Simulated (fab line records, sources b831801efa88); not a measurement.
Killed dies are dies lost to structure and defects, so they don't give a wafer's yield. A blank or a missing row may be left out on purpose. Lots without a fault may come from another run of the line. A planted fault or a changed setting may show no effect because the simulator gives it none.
One fault seen from 2 desks | flow gf180mcu | each desk has only its own numbers; what lay behind them comes last

THE METROLOGY DESK
What the gauges read, lot by lot, whatever tool the lot ran on: means of the sampled wafers that have a number. A lot is out of limits, marked OUT, if its mean lies more than 4 standard deviations from the usual mean; the brackets give that distance.
Columns: A = cd_nm at GF_V2_CD_MEAS_14, usual 259.8 nm; B = V2_OVL at GF_V2_OVL_MEAS_15, usual -2 nm; C = V2_W_RS at GF_V2_RS_MEAS_24, usual 0.332 ohm/sq
lot  | first seen here | A     | B   | C
L712 | day 21 03:17    | 259.6 | 4   | 0.324
L714 | day 21 15:55    | 258.3 | -11 | 0.336
L725 | day 26 02:17    | 261.4 | -4  | 0.324
L728 | day 26 13:06    | 259.0 | 3   | 0.327
L727 | day 26 16:31    | 258.4 | -7  | 0.319
L733 | day 27 19:14    | 259.7 | -8  | 0.330
This desk's finding: nothing out of limits on any of the 6 lots.

THE TOOL OWNER'S DESK: cvd_w-01
The tool's own readings at GF_V2_CVD_23 (deposits W, target thk 350 nm, time 104.94 s): means of the sampled wafers that have a number, for each lot that ran on this tool. A lot is out of limits, marked OUT, if its mean lies more than 4 standard deviations from the usual mean; the brackets give that distance.
Columns: A = chamber_pressure_Torr at GF_V2_CVD_23, usual 40.02 Torr; B = heater_power_w at GF_V2_CVD_23, usual 857 W
lot  | first seen here | A               | B
L714 | day 21 16:50    | 39.94           | 827
L725 | day 26 03:11    | 42.67 (+27) OUT | 856
L727 | day 26 17:25    | 42.82 (+28) OUT | 825
This desk's finding: out of limits on L725, L727; first on L725, day 26 03:11 (chamber_pressure_Torr at GF_V2_CVD_23). In limits: L714.

PUT TOGETHER
The tool owner's desk could have raised an alarm at day 26 03:11, on L725, L727.
The metrology desk saw nothing out of limits.
The metrology desk has L725, L727 on record, within its limits.
Of the lots named, all ran GF_V2_CVD_23 on cvd_w-01.

WHAT THE SIMULATOR HAD PUT IN
Process parameter drift: cvd_w-01, from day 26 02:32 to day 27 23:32, at GF_V2_CVD_23. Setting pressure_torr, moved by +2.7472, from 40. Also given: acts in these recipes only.
Lots struck among those shown: L725, L727.
Hours from the fault's start to each desk's first reading out of limits: the tool owner's desk, 1.
